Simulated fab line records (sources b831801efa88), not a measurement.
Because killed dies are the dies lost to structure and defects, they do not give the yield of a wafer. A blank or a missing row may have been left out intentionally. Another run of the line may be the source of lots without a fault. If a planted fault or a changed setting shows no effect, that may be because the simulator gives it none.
fab line records	flow sky130	part 1 of 2: steps 1 to 20 of 21
record: lots: 7	wafers: 21	last-day: 50
route steps=708 shown LI_CONTACT@383 LOCAL_INTERCONNECT@387 PAD_OPEN@708
lots that met no fault: taken from a fault-free run of the same line
start-h: start of the lot's first displayed wafer, in hours after the record's first day	wait-h: hours from the lot's prior step to this one	" repeats the value in the row above	L1.1+2: one row covering several wafers at once	- value missing, or start not given	* or withheld: withheld	< > ~ a bound
route shown NAME@n: a module of which the file shows steps, and the number in the route of the first	usual: the fault-free wafers' mean and standard deviation	same: alike in all rows	chamber/n: place in a boat	sites: per-site readings	_std_site: the values' standard deviation	_edge_site: outer sites' mean less inner sites'	radius-mm: how far each site lies from the wafer's centre	mask NAME#n: copy n	behind: tool/chamber where the wafer was last shaped	hold: why the lot went on hold/how many hours it stayed there/how the hold came to an end	device: names the non-switching transistor (n, p or np)	end of line: the route-end tests of the same wafers	a step with no rows: only its recipe	killed: not the wafer's yield, but the dies lost to structure and defects at the first sort	map: per-die view of a wafer (x killed, . not killed, _ where there is no die)
set.NAME: the setting the step ran with; set.NAME@STEP: the setting that earlier step ran with	model.NAME: the simulator's own value behind a step, which no gauge read
a table for each step, a row for each wafer; lots at some steps of the route
services: when a tool's chamber went out of use (start-h, in hours from the record's first day, below 0 if earlier), for how many hours, and the reason
== steps ==
step: SKY_LI_CONTACT_CVD_21
recipe: material: W	target-thk-nm: 400	time-s: 120.56	temp-c: 400	pressure-torr: 40
usual: heater-power-w: 797/76
lot.wafer	tool	chamber	start-h	wait-h	heater-power-w	since-wet-clean-h
L872.2	cvd-w-01	1	717.45	0.0	878	813
L872.4	"	0	"	"	827	-
L872.6	"	1	"	"	872	-
L874.3	cvd-w-01	0	741.39	0.1	822	-
L874.4	"	1	"	"	865	-
L874.6	"	0	"	"	801	-
L879.2	cvd-w-02	1	782.64	0.0	827	379
L879.3	"	0	"	"	672	-
L879.5	"	1	"	"	818	-
L880.1	cvd-w-01	1	794.20	0.0	870	890
L880.2	"	0	"	"	809	890
L880.4	"	0	"	"	819	-
L881.2	cvd-w-02	0	798.80	0.0	681	395
L881.5	"	0	"	"	669	-
L881.6	"	1	"	"	812	-
L887.1	cvd-w-01	1	834.00	0.0	894	930
L887.4	"	0	"	"	832	-
L887.6	"	1	"	"	872	-
L889.2	cvd-w-02	0	851.74	0.1	687	-
L889.5	"	0	"	"	656	-
L889.6	"	0	"	"	667	-
step: SKY_LI_CONTACT_RS_MEAS_22
recipe: thk-meas-gauge: four-point-probe	reads: W_of_LI_CONTACT_CVD_21+TiN_of_LI_CONTACT_SPUTTER_20+Ti_of_LI_CONTACT_SPUTTER_19
usual: LI_CONTACT_W_RS: 0.2834/0.0027
lot.wafer	tool	chamber	start-h	wait-h	LI_CONTACT_W_RS[ohm/sq]
L872.2	film-metro-03	-	717.59	0.1	0.2821
L872.4	"	-	"	"	0.2847
L872.6	"	-	"	"	0.2823
L874.3	film-metro-02	-	741.51	0.1	0.2840
L874.4	"	-	"	"	0.2853
L874.6	"	-	"	"	0.2830
L879.2	film-metro-01	-	782.78	0.1	0.2835
L879.3	"	-	"	"	0.2814
L879.5	"	-	"	"	0.2831
L880.1	film-metro-03	-	794.32	0.1	0.2819
L880.2	"	-	"	"	0.2835
L880.4	"	-	"	"	0.2823
L881.2	film-metro-01	-	798.94	0.1	0.2796
L881.5	"	-	"	"	0.2826
L881.6	"	-	"	"	0.2765
L887.1	film-metro-01	-	834.12	0.1	0.2812
L887.4	"	-	"	"	0.2776
L887.6	"	-	"	"	0.2784
L889.2	film-metro-02	-	851.97	0.2	0.2851
L889.5	"	-	"	"	0.2882
L889.6	"	-	"	"	0.2865
step: SKY_LI_CONTACT_THK_MEAS_23
recipe: thk-meas-gauge: xrf	reads: W_of_LI_CONTACT_CVD_21
usual: LI_CONTACT_W_THK: 422/7.1
lot.wafer	tool	chamber	start-h	wait-h	LI_CONTACT_W_THK[nm]
L872.2	film-metro-03	-	717.70	0.1	418
L872.4	"	-	"	"	415
L872.6	"	-	"	"	418
L874.3	film-metro-02	-	741.61	0.1	420
L874.4	"	-	"	"	415
L874.6	"	-	"	"	416
L879.2	film-metro-01	-	782.89	0.1	424
L879.3	"	-	"	"	431
L879.5	"	-	"	"	424
L880.1	film-metro-03	-	794.44	0.1	431
L880.2	"	-	"	"	429
L880.4	"	-	"	"	429
L881.2	film-metro-01	-	799.05	0.1	432
L881.5	"	-	"	"	427
L881.6	"	-	"	"	440
L887.1	film-metro-01	-	834.24	0.1	436
L887.4	"	-	"	"	437
L887.6	"	-	"	"	438
L889.2	film-metro-02	-	852.08	0.1	419
L889.5	"	-	"	"	411
L889.6	"	-	"	"	413
step: SKY_LI_CONTACT_CMP_24
recipe: stop-on: PSG	t-overpolish-s: 20	down-force-psi: 3.5	platen-rpm: 60	target-thk-nm: 0	pad-velocity-m-s: 0.94248
usual: motor-current-A: 11.4/1.2	overpolish-run-s: 20.000/0.0092	time-to-endpoint-s: 96/3.7
lot.wafer	tool	chamber	start-h	wait-h	motor-current-A	overpolish-run-s	time-to-endpoint-s
L872.4	cmp-01	3	717.75	0.0	10.3	20.004	98
L872.2	"	1	"	"	11.5	19.999	90
L872.6	"	0	"	"	11.7	20.002	99
L874.3	cmp-01	2	741.70	0.1	12.4	20.000	97
L874.4	"	0	"	"	11.0	20.013	95
L874.6	"	1	"	"	10.9	19.997	91
L879.2	cmp-02	0	783.04	0.1	10.4	19.995	95
L879.3	"	1	"	"	13.6	19.996	94
L879.5	"	2	"	"	10.6	20.002	96
L880.2	cmp-01	2	794.59	0.1	11.8	19.991	92
L880.1	"	3	"	"	10.3	19.996	97
L880.4	"	1	"	"	11.5	20.012	88
L881.2	cmp-02	1	799.20	0.1	13.4	19.993	96
L881.5	"	3	"	"	11.0	20.002	100
L881.6	"	0	"	"	10.5	20.021	101
L887.1	cmp-01	3	834.44	0.2	10.2	20.009	95
L887.4	"	2	"	"	12.2	20.018	96
L887.6	"	3	"	"	10.3	20.005	98
L889.2	cmp-01	0	852.28	0.2	11.5	20.001	94
L889.6	"	1	"	"	11.2	19.995	88
L889.5	"	2	"	"	12.6	19.985	95
step: SKY_LOCAL_INTERCONNECT_SPUTTER_00
recipe: material: TiN	target-thk-nm: 100	temp-c: 300	power-w: 6500	time-s: 83.3	chamber-pressure-pa: 0.4
usual: chamber-pressure-pa: 0.3999/0.0008	throttle-valve-pct: 29.5/1.3
lot.wafer	tool	chamber	start-h	wait-h	chamber-pressure-pa	throttle-valve-pct
L872.2	pvd-sputter-01	-	718.05	0.1	0.3983	28.5
L872.4	"	-	"	"	0.4024	28.6
L872.6	"	-	"	"	0.3997	29.2
L874.3	pvd-sputter-01	-	741.95	0.2	0.4008	29.0
L874.4	"	-	"	"	0.4016	29.5
L874.6	"	-	"	"	0.4008	29.7
L879.2	pvd-sputter-03	-	783.24	0.1	0.3999	29.8
L879.3	"	-	"	"	0.4002	28.1
L879.5	"	-	"	"	0.4006	29.3
L880.1	pvd-sputter-04	-	794.89	0.2	0.3997	30.6
L880.2	"	-	"	"	0.3993	28.9
L880.4	"	-	"	"	0.3993	31.3
L881.2	pvd-sputter-04	-	799.40	0.1	0.3992	29.0
L881.5	"	-	"	"	0.3987	30.7
L881.6	"	-	"	"	0.3985	31.0
L887.1	pvd-sputter-04	-	834.74	0.2	0.4000	31.1
L887.4	"	-	"	"	0.3998	29.0
L887.6	"	-	"	"	0.4007	30.9
L889.2	pvd-sputter-01	-	852.43	0.1	0.3995	28.2
L889.5	"	-	"	"	0.4001	29.2
L889.6	"	-	"	"	0.4001	29.9
step: SKY_LOCAL_INTERCONNECT_RS_MEAS_01
recipe: thk-meas-gauge: four-point-probe	reads: TiN_of_LOCAL_INTERCONNECT_SPUTTER_00
usual: LOCAL_INTERCONNECT_TIN_RS: 14.14/0.15
lot.wafer	tool	chamber	start-h	wait-h	LOCAL_INTERCONNECT_TIN_RS[ohm/sq]
L872.2	film-metro-04	-	718.13	0.1	14.32
L872.4	"	-	"	"	14.27
L872.6	"	-	"	"	14.36
L874.3	film-metro-04	-	742.05	0.1	14.32
L874.4	"	-	"	"	14.42
L874.6	"	-	"	"	14.36
L879.2	film-metro-04	-	783.33	0.1	13.93
L879.3	"	-	"	"	14.08
L879.5	"	-	"	"	14.02
L880.1	film-metro-02	-	794.95	0.0	14.01
L880.2	"	-	"	"	14.17
L880.4	"	-	"	"	13.85
L881.2	film-metro-02	-	799.48	0.1	14.04
L881.5	"	-	"	"	13.94
L881.6	"	-	"	"	13.73
L887.1	film-metro-03	-	834.80	0.0	13.90
L887.4	"	-	"	"	14.11
L887.6	"	-	"	"	14.02
L889.2	film-metro-03	-	852.51	0.1	14.17
L889.5	"	-	"	"	14.07
L889.6	"	-	"	"	14.08
step: SKY_LOCAL_INTERCONNECT_THK_MEAS_02
recipe: thk-meas-gauge: xrf	reads: TiN_of_LOCAL_INTERCONNECT_SPUTTER_00
usual: LOCAL_INTERCONNECT_TIN_THK: 101.4/1.3
lot.wafer	tool	chamber	start-h	wait-h	LOCAL_INTERCONNECT_TIN_THK[nm]
L872.2	film-metro-04	-	718.24	0.1	99.3
L872.4	"	-	"	"	99.6
L872.6	"	-	"	"	99.2
L874.3	film-metro-04	-	742.15	0.1	99.3
L874.4	"	-	"	"	98.2
L874.6	"	-	"	"	99.2
L879.2	film-metro-04	-	783.44	0.1	102.8
L879.3	"	-	"	"	101.7
L879.5	"	-	"	"	101.9
L880.1	film-metro-02	-	795.07	0.1	103.1
L880.2	"	-	"	"	101.5
L880.4	"	-	"	"	103.7
L881.2	film-metro-02	-	799.59	0.1	102.2
L881.5	"	-	"	"	102.5
L881.6	"	-	"	"	104.5
L887.1	film-metro-03	-	834.92	0.1	102.9
L887.4	"	-	"	"	101.4
L887.6	"	-	"	"	102.2
L889.2	film-metro-03	-	852.62	0.1	101.9
L889.5	"	-	"	"	102.4
L889.6	"	-	"	"	102.3
step: SKY_LOCAL_INTERCONNECT_DEHYDRATE_03
recipe: temp-c: 200	time-s: 60
step: SKY_LOCAL_INTERCONNECT_HMDS_04
recipe: prime-time-s: 60	prime-temp-c: 120
step: SKY_LOCAL_INTERCONNECT_COAT_05
recipe: resist: BARC	temp-c: withheld	time-s: withheld	spin-rpm: 3000	resist-thk-nm: 60
step: SKY_LOCAL_INTERCONNECT_COAT_06
recipe: resist: KrF-thick	spin-rpm: 3000	resist-thk-nm: 450
step: SKY_LOCAL_INTERCONNECT_SOFTBAKE_07
recipe: temp-c: 100	time-s: 90	resist: KrF-thick
step: SKY_LOCAL_INTERCONNECT_EXPOSE_08
recipe: mask-id: LI1M	na: 0.8	source-shape: annular	sigma-inner: 0.55	sigma-outer: 0.85	target-cd-nm: 170	dose-mj: 28
usual: exposure-dose-mJ-cm2: 27.971/0.028
lot.wafer	tool	chamber	start-h	wait-h	mask	exposure-dose-mJ-cm2
L872.2	krf-scanner-01	0	731.86	-	LI1M#0	27.968
L872.4	"	0	"	"	LI1M#0	27.959
L872.6	"	0	"	"	LI1M#0	28.012
L874.3	krf-scanner-02	0	755.80	-	LI1M#0	27.951
L874.4	"	0	"	"	LI1M#0	27.971
L874.6	"	0	"	"	LI1M#0	27.940
L879.2	krf-scanner-01	0	796.86	-	LI1M#0	26.766
L879.3	"	0	"	"	LI1M#0	26.774
L879.5	"	0	"	"	LI1M#0	26.740
L880.1	krf-scanner-01	0	808.19	-	LI1M#0	26.768
L880.2	"	0	"	"	LI1M#0	26.764
L880.4	"	0	"	"	LI1M#0	26.775
L881.2	krf-scanner-01	0	812.15	-	LI1M#0	27.087
L881.5	"	0	"	"	LI1M#0	27.000
L881.6	"	0	"	"	LI1M#0	27.007
L887.1	krf-scanner-02	0	846.58	-	LI1M#0	27.989
L887.4	"	0	"	"	LI1M#0	27.990
L887.6	"	0	"	"	LI1M#0	28.003
L889.2	krf-scanner-02	0	865.78	-	LI1M#0	28.001
L889.5	"	0	"	"	LI1M#0	27.971
L889.6	"	0	"	"	LI1M#0	27.952
step: SKY_LOCAL_INTERCONNECT_PEB_09
recipe: peb-temp-c: withheld	peb-time-s: withheld	resist: KrF-thick
step: SKY_LOCAL_INTERCONNECT_DEVELOP_10
recipe: develop-time-s: 60	resist: KrF-thick	dev-temp-c: 21
step: SKY_LOCAL_INTERCONNECT_CD_MEAS_11
recipe: target-cd-nm: 170
usual: cd-nm: 169.8/1.7
lot.wafer	tool	chamber	start-h	wait-h	hold	cd-nm
L872.2	cd-sem-01	-	746.35	-	-	166.5
L872.4	"	-	"	"	-	165.8
L872.6	"	-	"	"	-	166.4
L874.3	cd-sem-02	-	769.72	-	-	170.5
L874.4	"	-	"	"	-	170.8
L874.6	"	-	"	"	-	169.1
L879.2	cd-sem-02	-	809.75	-	await-dispo/0.2h/release	180.8
L879.3	"	-	"	"	await-dispo/0.2h/release	179.3
L879.5	"	-	"	"	await-dispo/0.2h/release	182.2
L879.2	cd-sem-02	-	810.04	0.3	-	181.1
L879.3	"	-	"	"	-	179.7
L879.5	"	-	"	"	-	182.0
L880.1	cd-sem-02	-	820.76	-	-	175.1
L880.2	"	-	"	"	-	175.0
L880.4	"	-	"	"	-	176.2
L881.2	cd-sem-02	-	825.45	-	await-dispo/0.2h/release	176.3
L881.5	"	-	"	"	await-dispo/0.2h/release	176.0
L881.6	"	-	"	"	await-dispo/0.2h/release	177.2
L881.2	cd-sem-02	-	825.74	0.3	-	176.2
L881.5	"	-	"	"	-	175.9
L881.6	"	-	"	"	-	177.3
L887.1	cd-sem-02	-	859.97	-	-	169.6
L887.4	"	-	"	"	-	171.7
L887.6	"	-	"	"	-	170.3
L889.2	cd-sem-02	-	878.09	-	-	172.3
L889.5	"	-	"	"	-	171.7
L889.6	"	-	"	"	-	172.4
step: SKY_LOCAL_INTERCONNECT_OVL_MEAS_12
usual: LOCAL_INTERCONNECT_OVL: 3/4.4
lot.wafer	tool	chamber	start-h	wait-h	hold	LOCAL_INTERCONNECT_OVL[nm]
L872.2	overlay-01	-	746.46	0.1	-	1
L872.4	"	-	"	"	-	-3
L872.6	"	-	"	"	-	0
L874.3	overlay-02	-	769.81	0.1	-	1
L874.4	"	-	"	"	-	-6
L874.6	"	-	"	"	-	5
L879.2	overlay-02	-	813.10	3.0	await-dispo/3.0h/release	-3
L879.3	"	-	"	"	await-dispo/3.0h/release	-6
L879.5	"	-	"	"	await-dispo/3.0h/release	-3
L880.1	overlay-01	-	820.88	0.1	-	10
L880.2	"	-	"	"	-	8
L880.4	"	-	"	"	-	3
L881.2	overlay-01	-	827.07	1.3	await-dispo/1.2h/release	-6
L881.5	"	-	"	"	await-dispo/1.2h/release	3
L881.6	"	-	"	"	await-dispo/1.2h/release	5
L887.1	overlay-02	-	860.09	0.1	-	6
L887.4	"	-	"	"	-	5
L887.6	"	-	"	"	-	7
L889.2	overlay-02	-	878.19	0.1	-	3
L889.5	"	-	"	"	-	6
L889.6	"	-	"	"	-	6
step: SKY_LOCAL_INTERCONNECT_ETCH_13
recipe: chemistry: N2/H2	target: BARC	ion-energy-ev: 200	bias-w: 100	pressure-mtorr: 30	n2-flow-sccm: 100	h2-flow-sccm: 200	icp-w: 500	stop-on: SiO2	time-s: 45.9	target-depth-a: 600
usual: drypump-motor-current-A: 6.1/0.41	oes-product-au: 0.855/0.0047	throttle-valve-pct: 13.224/0.009
lot.wafer	tool	chamber	start-h	wait-h	drypump-motor-current-A	oes-product-au	rf-hours-counter-h	throttle-valve-pct	model.LOCAL_INTERCONNECT.cd-nm
L872.2	rie-metal-04	1	746.49	0.0	5.2	0.849	11	13.218	165.3
L872.4	"	1	"	"	5.2	0.856	-	13.219	164.7
L872.6	"	1	"	"	5.2	0.856	-	13.212	165.5
L874.3	rie-metal-03	0	769.86	0.0	6.4	0.851	-	13.224	171.7
L874.4	"	1	"	"	6.3	0.848	-	13.231	170.3
L874.6	"	0	"	"	6.4	0.855	-	13.221	170.1
L879.2	rie-metal-04	1	813.13	0.0	5.2	0.850	15	13.208	180.4
L879.3	"	0	"	"	6.4	0.865	-	13.231	179
L879.5	"	0	"	"	6.4	0.855	-	13.235	182.2
L880.1	rie-metal-03	1	820.92	0.0	6.3	0.852	8	13.210	175.3
L880.2	"	0	"	"	6.4	0.853	4	13.215	176.4
L880.4	"	0	"	"	6.4	0.853	-	13.232	177.8
L881.2	rie-metal-04	1	827.10	0.0	5.2	0.851	15	13.218	174.9
L881.5	"	1	"	"	5.2	0.848	-	13.215	174.8
L881.6	"	0	"	"	6.4	0.849	-	13.222	175.8
L887.1	rie-metal-03	1	860.12	0.0	6.3	0.854	9	13.232	168.7
L887.4	"	0	"	"	6.4	0.849	-	13.225	172.7
L887.6	"	0	"	"	6.4	0.859	-	13.206	171.5
L889.2	rie-metal-03	1	878.22	0.0	6.3	0.860	10	13.213	171.5
L889.5	"	0	"	"	6.4	0.861	-	13.225	172.1
L889.6	"	1	"	"	6.3	0.851	-	13.224	172.5
step: SKY_LOCAL_INTERCONNECT_METAL_ETCH_14
recipe: target-depth-nm: 110	stop-on: PSG	chemistry: Cl2/BCl3	target: TiN	resist-sidewall-deg: 88	pressure-mtorr: 10	icp-w: 900	bias-w: 48.5	Cl2_flow_sccm: 60	bcl3-flow-sccm: 30	time-s: 31.4
usual: drypump-motor-current-A: 6.1/0.41	mfc-cl2-sccm: 59.99/0.18	oes-product-au: 0.942/0.0074	throttle-valve-pct: 21.901/0.0097
lot.wafer	tool	chamber	start-h	wait-h	drypump-motor-current-A	mfc-cl2-sccm	oes-product-au	rf-hours-counter-h	throttle-valve-pct	model.LOCAL_INTERCONNECT.cd-nm
L872.2	rie-metal-04	1	746.55	0.0	5.2	59.89	0.929	11	21.905	166.6
L872.4	"	1	"	"	5.2	60.04	0.941	-	21.896	165.3
L872.6	"	1	"	"	5.2	60.17	0.934	-	21.912	166.2
L874.3	rie-metal-03	0	769.92	0.0	6.4	59.88	0.933	-	21.902	171.4
L874.4	"	1	"	"	6.3	59.94	0.937	-	21.925	169.9
L874.6	"	0	"	"	6.4	60.07	0.932	-	21.916	170.4
L879.2	rie-metal-04	1	813.19	0.0	5.2	59.97	0.945	15	21.882	181.2
L879.3	"	0	"	"	6.4	60.14	0.941	-	21.899	178.3
L879.5	"	0	"	"	6.4	60.04	0.946	-	21.910	181.3
L880.1	rie-metal-03	1	820.98	0.0	6.3	59.92	0.953	8	21.882	175.6
L880.2	"	0	"	"	6.4	60.03	0.944	4	21.912	177.4
L880.4	"	0	"	"	6.4	59.82	0.949	-	21.890	178.3
L881.2	rie-metal-04	1	827.16	0.0	5.2	59.63	0.949	15	21.885	176.7
L881.5	"	1	"	"	5.2	59.98	0.951	-	21.914	176
L881.6	"	0	"	"	6.4	60.42	0.962	-	21.885	175
L887.1	rie-metal-03	1	860.18	0.0	6.3	60.03	0.950	9	21.908	168.8
L887.4	"	0	"	"	6.4	59.73	0.939	-	21.911	172.4
L887.6	"	0	"	"	6.4	60.09	0.942	-	21.895	171.1
L889.2	rie-metal-03	1	878.28	0.0	6.3	60.45	0.942	10	21.902	172.1
L889.5	"	0	"	"	6.4	59.93	0.950	-	21.900	172.5
L889.6	"	1	"	"	6.3	60.30	0.940	-	21.903	172.6
step: SKY_LOCAL_INTERCONNECT_STRIP_15
recipe: chemistry: O2/N2	power-w: 1400	pressure-mtorr: 1500	platen-temp-c: withheld	o2-flow-sccm: 3000	n2-flow-sccm: 300	overash-fraction: 0.5
usual: drypump-motor-current-A: 5.4/0.51	o2-flow-sccm: 2999/8.7	oes-product-au: 0.427/0.0046	strip-time-to-endpoint-s: 4.718/0.021
same: overash-fraction: 0.5
lot.wafer	tool	chamber	start-h	wait-h	drypump-motor-current-A	o2-flow-sccm	oes-product-au	rf-hours-counter-h	strip-time-to-endpoint-s
L872.2	plasma-asher-01	1	746.60	0.0	4.7	3004	0.434	0	4.756
L872.4	"	0	"	"	5.9	2991	0.430	-	4.711
L872.6	"	1	"	"	4.7	3005	0.433	-	4.713
L874.3	plasma-asher-01	1	769.98	0.1	4.8	3015	0.430	-	4.731
L874.4	"	0	"	"	5.9	3001	0.419	-	4.733
L874.6	"	1	"	"	4.7	3017	0.431	-	4.703
L879.2	plasma-asher-02	1	813.24	0.0	5.8	2993	0.419	99	4.732
L879.3	"	0	"	"	6.1	2990	0.427	-	4.711
L879.5	"	1	"	"	5.8	2994	0.427	-	4.724
L880.1	plasma-asher-01	0	821.04	0.0	5.8	3004	0.425	8	4.693
L880.2	"	1	"	"	4.7	2981	0.433	8	4.681
L880.4	"	0	"	"	5.8	3001	0.425	-	4.697
L881.2	plasma-asher-01	1	827.31	0.1	4.8	2998	0.433	8	4.740
L881.5	"	0	"	"	5.8	2988	0.427	-	4.710
L881.6	"	1	"	"	4.8	3001	0.435	-	4.735
L887.1	plasma-asher-03	0	860.24	0.0	5.2	3006	0.430	42	4.722
L887.4	"	1	"	"	5.3	2987	0.421	-	4.724
L887.6	"	1	"	"	5.3	2989	0.418	-	4.714
L889.2	plasma-asher-03	0	878.34	0.0	5.2	2997	0.431	44	4.735
L889.5	"	0	"	"	5.2	2995	0.426	-	4.696
L889.6	"	1	"	"	5.2	3004	0.420	-	4.715
== key ==
first-sign: step: SKY_LOCAL_INTERCONNECT_EXPOSE_08	reading: exposure-dose-mJ-cm2	direction: down	sigmas: 40	usual: *	struck: *
effect: step: SKY_LOCAL_INTERCONNECT_CD_MEAS_11	reading: visit	direction: added	through: control-loop
model-effect: step: SKY_LOCAL_INTERCONNECT_ETCH_13	value: LOCAL_INTERCONNECT.cd-nm	without: 169.5	struck: 177.4
model-effect: step: SKY_LOCAL_INTERCONNECT_METAL_ETCH_14	value: LOCAL_INTERCONNECT.cd-nm	without: 169.8	struck: 177.8
model-effect: step: SKY_PAD_OPEN_PROBE_99	value: etest.res-li.line-ohm-um	without: 74.52	struck: 71.21
met-at SKY_LOCAL_INTERCONNECT_EXPOSE_08
struck-wafers L879.2,L879.3,L879.5,L880.1,L880.2,L880.4,L881.2,L881.5,L881.6
tester-left-out L879,L880,L881
loop-trim: step: SKY_LOCAL_INTERCONNECT_EXPOSE_08	setting: dose	lots: L881
onset-between 731.86 796.86
fault: kind: process-parameter-drift	tool: krf-scanner-01	chamber: -	onset-h: 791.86	steps: SKY_LOCAL_INTERCONNECT_EXPOSE_08	channel: dose-mj	offset: -1.2013	shape: step	acts-in: these-recipes-only	stated: 28
tester-left-out: of these lots the tester's yield and bins aren't shown, on N5 and GAA mostly nor the transistor test; their killed dies are dies lost to structure and defects alone, not to doping, threshold or leakage, so they don't give the yield
loop-trim: a control loop set the setting to another value than it would have without faults
